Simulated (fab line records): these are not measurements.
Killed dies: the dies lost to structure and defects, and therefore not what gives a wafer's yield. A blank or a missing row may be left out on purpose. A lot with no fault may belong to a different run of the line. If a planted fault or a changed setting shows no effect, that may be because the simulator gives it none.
Which of the tools did it? -- flow sky130 -- 13 lots with 39 wafers sampled at 5 steps, on a route of 708 steps

== WHAT EACH GAUGE READ, for each wafer ==
No reading from a measuring or inspecting step in the record can be judged against a usual standard deviation.

== WHAT TOOL EACH LOT RAN ON (gives the tool, then ch and the chambers of the sampled wafers, and finally the start) ==
lot,SKY_LOCAL_INTERCONNECT_STRIP_15,SKY_CONTACT_ETCH_17,SKY_METAL2_DESCUM_17,SKY_METAL3_SPUTTER_01,SKY_PAD_OPEN_PROBE_99
L512,"plasma-asher-04 ch 1, day 31 02:39","rie-diel-03 ch 0,2, day 32 08:02","rie-metal-01 ch 0,1, day 35 20:14","pvd-sputter-04, day 37 02:22",-
L513,"plasma-asher-03 ch 0,1, day 31 06:15",-,-,-,"prober-02, day 46 08:57"
L514,"plasma-asher-04 ch 0,1, day 31 19:26",-,-,-,"prober-01, day 46 17:49"
L522,"plasma-asher-01 ch 0,1, day 34 06:14","rie-diel-01 ch 0,1, day 35 09:35","rie-metal-01 ch 0,1, day 38 19:51","pvd-sputter-04, day 39 23:20",-
L523,"plasma-asher-01 ch 0,1, day 34 22:01","rie-diel-03 ch 2,3, day 36 00:39","rie-metal-04 ch 0,1, day 39 09:11","pvd-sputter-01, day 40 11:38",-
L524,"plasma-asher-04 ch 0,1, day 34 22:59","rie-diel-01 ch 0,1, day 36 01:47","rie-metal-01 ch 0,1, day 39 09:58","pvd-sputter-01, day 40 13:32",-
L525,"plasma-asher-04 ch 0,1, day 35 04:11","rie-diel-04 ch 0,1,2, day 36 07:41","rie-metal-04 ch 0,1, day 39 16:17","pvd-sputter-01, day 40 18:53",-
L527,"plasma-asher-01 ch 0,1, day 35 18:46","rie-diel-04 ch 2,3, day 36 22:08","rie-metal-03 ch 1, day 40 06:42","pvd-sputter-02, day 41 08:58","prober-02, day 49 15:14"
L528,"plasma-asher-03 ch 0,1, day 36 09:12","rie-diel-01 ch 1,2, day 37 12:17","rie-metal-03 ch 1, day 40 18:33","pvd-sputter-01, day 41 21:23",-
L530,"plasma-asher-04 ch 0,1, day 37 03:26","rie-diel-03 ch 1,3, day 38 05:59","rie-metal-03 ch 0,1, day 41 11:48","pvd-sputter-01, day 42 13:59",-
L531,"plasma-asher-03 ch 0,1, day 37 18:00","rie-diel-01 ch 1,2, day 38 20:38","rie-metal-03 ch 0,1, day 42 03:02","pvd-sputter-01, day 43 05:29",-
L532,"plasma-asher-03 ch 0,1, day 37 19:55","rie-diel-03 ch 1,2, day 38 22:11","rie-metal-04 ch 0, day 42 03:12","pvd-sputter-02, day 43 05:50",-
L533,"plasma-asher-04 ch 0,1, day 38 11:35","rie-diel-04 ch 1,2, day 39 13:59","rie-metal-01 ch 0,1, day 42 18:36","pvd-sputter-01, day 43 20:26",-
- SKY_LOCAL_INTERCONNECT_STRIP_15: strips in O2/N2.
- SKY_CONTACT_ETCH_17: etches SiO2 in C4F8/O2/Ar, stops on Si3N4, target depth 340 nm.
- SKY_METAL2_DESCUM_17: chemistry O2, time 8 s.
- SKY_METAL3_SPUTTER_01: material TiN, target thk 20 nm, time 16.7 s.
- SKY_PAD_OPEN_PROBE_99

== AS READ BY THE TOOLS THEMSELVES (means over the sampled wafers that have a number; for cases with no such wafer, the mark the record gives instead) ==
SKY_LOCAL_INTERCONNECT_STRIP_15. Usual: chamber-pressure-mTorr 1500.0 mTorr, standard deviation 1.4; drypump-motor-current-A 5.5 A, standard deviation 0.48; oes-product-au 0.427 a.u., standard deviation 0.0046; strip-time-to-endpoint-s 4.716 s, standard deviation 0.017.
lot,tool,chamber-pressure-mTorr (mTorr),drypump-motor-current-A (A),oes-product-au (a.u.),strip-time-to-endpoint-s (s),flag
L512,plasma-asher-04,1499.6,5.2,0.426,4.718,
L513,plasma-asher-03,-,-,-,-,OFF
L514,plasma-asher-04,-,-,-,-,OFF
L522,plasma-asher-01,1499.6,6.1,0.429,4.737,
L523,plasma-asher-01,1498.8,5.9,0.426,4.726,
L524,plasma-asher-04,1499.3,5.1,0.425,4.731,
L525,plasma-asher-04,1500.1,5.1,0.426,4.709,
L527,plasma-asher-01,1499.6,5.9,0.419,4.692,
L528,plasma-asher-03,1500.1,5.8,0.429,4.730,
L530,plasma-asher-04,1499.5,5.1,0.425,4.719,
L531,plasma-asher-03,1500.9,5.5,0.426,4.712,
L532,plasma-asher-03,1501.8,5.5,0.429,4.709,
L533,plasma-asher-04,1500.9,5.1,0.431,4.721,

SKY_CONTACT_ETCH_17. Usual: chamber-pressure-mTorr 40.00 mTorr, standard deviation 0.036; oes-product-au 0.893 a.u., standard deviation 0.0049.
lot,tool,chamber-pressure-mTorr (mTorr),oes-product-au (a.u.),flag
L512,rie-diel-03,39.98,0.894,
L522,rie-diel-01,39.99,0.894,
L523,rie-diel-03,40.00,0.890,
L524,rie-diel-01,40.00,0.890,
L525,rie-diel-04,40.00,0.891,
L527,rie-diel-04,40.04,0.885,
L528,rie-diel-01,40.03,0.895,
L530,rie-diel-03,39.95,0.895,
L531,rie-diel-01,40.01,0.897,
L532,rie-diel-03,39.99,0.888,
L533,rie-diel-04,40.01,0.895,

SKY_METAL2_DESCUM_17. Usual: chamber-pressure-mTorr 10.000 mTorr, standard deviation 0.0099; drypump-motor-current-A 5.8 A, standard deviation 0.44; oes-product-au 1.007 a.u., standard deviation 0.011.
lot,tool,chamber-pressure-mTorr (mTorr),drypump-motor-current-A (A),oes-product-au (a.u.),flag
L512,rie-metal-01,10.003,5.6,0.994,
L522,rie-metal-01,10.002,5.6,1.005,
L523,rie-metal-04,9.993,6.4,0.993,
L524,rie-metal-01,9.998,5.6,1.011,
L525,rie-metal-04,10.001,6.4,1.003,
L527,rie-metal-03,9.995,5.3,1.020,
L528,rie-metal-03,9.996,5.3,1.012,
L530,rie-metal-03,10.002,5.4,1.015,
L531,rie-metal-03,10.002,5.4,1.021,
L532,rie-metal-04,10.011,6.6,1.035,
L533,rie-metal-01,9.994,5.7,1.013,

SKY_METAL3_SPUTTER_01. Usual: throttle-valve-pct reads 29.7 % (standard deviation 0.72).
lot,tool,throttle-valve-pct (%),flag
L512,pvd-sputter-04,31.1,
L522,pvd-sputter-04,30.0,
L523,pvd-sputter-01,29.8,
L524,pvd-sputter-01,29.6,
L525,pvd-sputter-01,29.6,
L527,pvd-sputter-02,29.0,
L528,pvd-sputter-01,29.8,
L530,pvd-sputter-01,29.5,
L531,pvd-sputter-01,29.6,
L532,pvd-sputter-02,29.1,
L533,pvd-sputter-01,29.4,

SKY_PAD_OPEN_PROBE_99. Usual: killed_at_M0_to_M3 45, standard deviation 6.8; killed_at_M4_up 3.1, standard deviation 2; killed-at-contacts 23, standard deviation 5.2; killed-at-front-end 14, standard deviation 3.7; killed-at-other 0.3, standard deviation 0.61; killed-dies 86, standard deviation 9; killed-on-rim 17, standard deviation 3.9; killed-open 46, standard deviation 6.9; killed-short 39, standard deviation 6.4.
lot,tool,killed_at_M0_to_M3,killed_at_M4_up,killed-at-contacts,killed-at-front-end,killed-at-other,killed-dies,killed-on-rim,killed-open,killed-short,flag
L513,prober-02,36,3.0,437,15,0.0,492,96,48,28,OFF
L514,prober-01,47,1.7,429,15,0.3,492,96,45,40,OFF
L527,prober-02,49,3.0,20,15,0.0,87,16,50,37,

== THE ANSWER, worked out from the rows above alone ==
Rule: a lot is off if the mean of its wafers that have a number lies more than 3 standard deviations from the usual mean. Also off: a lot with no number at a reading for which 4 or more lots have one. The other lots that the step has rows for count as sound. First the gauges in route order, then the tools' own readings, where a lot's mean is used as printed above. The first step at which some lot is off is used, and at that step the reading that is off furthest; a lot without a number counts as furthest.
Off, at SKY_LOCAL_INTERCONNECT_STRIP_15 on chamber-pressure-mTorr: L513, L514. Without a number there: L513, L514.
A tool fits if, at that step or a process step before it, it ran every lot that is off, and no sound lot after the first of them. No candidate that was tried fits.

== WHAT THE SIMULATOR HAD PUT IN ==
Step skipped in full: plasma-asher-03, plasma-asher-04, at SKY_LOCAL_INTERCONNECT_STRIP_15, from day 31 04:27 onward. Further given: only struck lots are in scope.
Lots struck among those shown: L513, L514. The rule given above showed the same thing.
